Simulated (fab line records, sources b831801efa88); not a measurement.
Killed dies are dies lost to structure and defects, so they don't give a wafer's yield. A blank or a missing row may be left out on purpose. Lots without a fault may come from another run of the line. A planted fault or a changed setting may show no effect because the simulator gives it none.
Which tool did it? | flow gf180mcu | 15 lots, 45 wafers sampled, at 4 steps of a route of 602

WHAT THE GAUGES READ, wafer by wafer
GF_VT_IMPLANT_TW_MEAS_43.
lot  | measured     | on            | VT_IMPLANT_4_TW
L957 | day 7 12:48  | film_metro-02 | 694 692 695
L959 | day 8 03:41  | film_metro-04 | 697 699 701
L961 | day 8 16:55  | film_metro-04 | 705 699 704
L963 | day 9 05:29  | film_metro-02 | 691 689 687
L964 | day 9 11:33  | film_metro-01 | 687 684 686
L966 | day 10 00:06 | film_metro-04 | 698 699 702
L967 | day 10 11:45 | film_metro-04 | 703 698 703
L968 | day 10 14:30 | film_metro-04 | 700 701 697
L969 | day 11 01:29 | film_metro-04 | 700 702 700
L972 | day 11 20:14 | film_metro-01 | 693 691 692
L973 | day 12 04:10 | film_metro-04 | 702 702 704
L977 | day 13 04:17 | film_metro-04 | 699 698 699
L978 | day 13 10:02 | film_metro-01 | 684 682 683
L979 | day 13 20:02 | film_metro-02 | 689 684 686
L980 | day 14 01:07 | film_metro-01 | 693 690 693

GF_V1_THK_MEAS_25: measures by xrf.
lot  | measured     | on            | V1_W_THK (nm)
L957 | day 18 03:26 | film_metro-04 | 357 354 359
L959 | day 19 02:08 | film_metro-02 | 346 346 347
L961 | day 19 16:17 | film_metro-04 | 351 349 348
L963 | day 20 12:58 | film_metro-02 | 350 353 353
L964 | day 21 00:31 | film_metro-04 | 358 356 360
L966 | day 21 09:51 | film_metro-03 | 349 344 350
L967 | day 22 02:49 | film_metro-04 | 352 353 352
L968 | day 22 08:13 | film_metro-04 | 358 360 362
L969 | day 23 00:17 | film_metro-04 | 359 362 361
L972 | day 24 02:07 | film_metro-02 | 351 351 352
L973 | day 24 08:17 | film_metro-03 | 346 342 346
L977 | day 25 08:40 | film_metro-04 | 350 352 352
L978 | day 25 12:34 | film_metro-03 | 347 348 349
L979 | day 26 00:17 | film_metro-04 | 355 360 359
L980 | day 26 06:38 | film_metro-04 | 354 353 348

WHICH TOOL RAN EACH LOT (tool, then ch and the chambers of the sampled wafers, then the start)
lot  | GF_STI_WET_ETCH_17             | GF_V1_CVD_23
L957 | wet_bench-02 ch 3, day 2 01:45 | cvd_w-02 ch 0,1, day 18 03:12
L959 | wet_bench-03 ch 1, day 2 13:31 | cvd_w-01 ch 0,1, day 19 01:54
L961 | wet_bench-03 ch 3, day 2 21:57 | cvd_w-01 ch 0,1, day 19 16:04
L963 | wet_bench-02 ch 3, day 3 08:36 | cvd_w-01 ch 0,1, day 20 12:44
L964 | wet_bench-02 ch 0, day 3 14:03 | cvd_w-02 ch 0,1, day 21 00:16
L966 | wet_bench-04 ch 2, day 3 23:26 | cvd_w-02 ch 0,1, day 21 09:37
L967 | wet_bench-02 ch 3, day 4 05:45 | cvd_w-02 ch 0,1, day 22 02:35
L968 | wet_bench-04 ch 0, day 4 09:51 | cvd_w-02 ch 0,1, day 22 07:56
L969 | wet_bench-03 ch 2, day 4 15:51 | cvd_w-02 ch 0,1, day 23 00:03
L972 | wet_bench-02 ch 3, day 5 07:27 | cvd_w-01 ch 0,1, day 24 01:53
L973 | wet_bench-02 ch 3, day 5 12:33 | cvd_w-02 ch 0,1, day 24 08:04
L977 | wet_bench-02 ch 3, day 6 08:51 | cvd_w-01 ch 0,1, day 25 08:25
L978 | wet_bench-03 ch 0, day 6 14:00 | cvd_w-01 ch 1, day 25 12:19
L979 | wet_bench-04 ch 3, day 6 18:42 | cvd_w-01 ch 0,1, day 26 00:03
L980 | wet_bench-03 ch 2, day 7 00:58 | cvd_w-01 ch 0,1, day 26 06:25
- GF_STI_WET_ETCH_17: etches Si3N4 in H3PO4, target depth 45 nm, time 514 s.
- GF_V1_CVD_23: deposits W, target thk 350 nm, time 105.05 s.

WHAT THE TOOLS THEMSELVES READ (means of the sampled wafers that have a number; where no wafer has one, the mark that the record gives instead)
GF_STI_WET_ETCH_17.
lot  | tool         | run_length_s (s) | temp_c (C)
L957 | wet_bench-02 | 540.3            | 160.07
L959 | wet_bench-03 | 540.4            | 159.99
L961 | wet_bench-03 | 537.8            | 159.66
L963 | wet_bench-02 | 540.2            | 159.73
L964 | wet_bench-02 | 537.7            | 160.00
L966 | wet_bench-04 | 538.5            | 160.08
L967 | wet_bench-02 | 539.6            | 159.82
L968 | wet_bench-04 | 548.6            | 160.14
L969 | wet_bench-03 | 538.6            | 159.95
L972 | wet_bench-02 | 827.5            | 159.93
L973 | wet_bench-02 | 829.0            | 160.02
L977 | wet_bench-02 | 827.7            | 160.20
L978 | wet_bench-03 | 538.8            | 160.19
L979 | wet_bench-04 | 539.9            | 160.17
L980 | wet_bench-03 | 538.5            | 160.03

GF_V1_CVD_23.
lot  | tool     | chamber_pressure_Torr (Torr) | heater_power_w (W)
L957 | cvd_w-02 | 40.01                        | 901
L959 | cvd_w-01 | 39.97                        | 833
L961 | cvd_w-01 | 40.03                        | 900
L963 | cvd_w-01 | 39.90                        | 835
L964 | cvd_w-02 | 40.10                        | 913
L966 | cvd_w-02 | 39.97                        | 908
L967 | cvd_w-02 | 40.00                        | 917
L968 | cvd_w-02 | 40.03                        | 909
L969 | cvd_w-02 | 40.02                        | 952
L972 | cvd_w-01 | 39.89                        | 856
L973 | cvd_w-02 | 40.05                        | 947
L977 | cvd_w-01 | 39.89                        | 854
L978 | cvd_w-01 | 39.99                        | 790
L979 | cvd_w-01 | 40.11                        | 905
L980 | cvd_w-01 | 40.10                        | 828

THE ANSWER, worked out from the rows above alone
Rule: what is usual is taken from the lots themselves. Put in order of their means at a reading, lots are off if they are a third of the lots or fewer, leave a main group of 4 or more, and stand apart from it by a gap of 3 or more times the standard deviation of the main group's means; of several such gaps the widest counts. A main group whose means are all the same, to the digits that the tables above print for the reading, isn't used. A lot without any number at a reading at which 4 lots or more have one is off too. The other lots that the step has rows for count as sound. The gauges are gone through in route order, then the tools' own readings, and for those a lot's mean is taken as printed above. The first step at which some lot is off is used, and at that step the reading that is off furthest; a lot without a number counts as furthest.
Off: L972, L973, L977, at GF_STI_WET_ETCH_17 (run_length_s). The main group: mean 539.9 s, standard deviation 2.8.
A tool fits if, at that step or a process step before it, it ran every lot that is off, and no sound lot after the first of them. One fits: wet_bench-02 at GF_STI_WET_ETCH_17. Its last sound lot is L967 (day 4 05:45), its first lot that is off L972 (day 5 07:27): a fault that began between those two fits.
The tool's own readings at GF_STI_WET_ETCH_17 bear it out: on the lots that are off they differ by more than 5 times the standard deviation of the sound lots' means. run_length_s reads 828.1 s there against 539.9 s on the sound lots.

WHAT THE SIMULATOR HAD PUT IN
Process parameter drift: wet_bench-02, from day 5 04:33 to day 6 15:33, at GF_STI_WET_ETCH_17. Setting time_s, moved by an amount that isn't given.
Lots struck among those shown: L972, L973, L977. The rule above found the same.
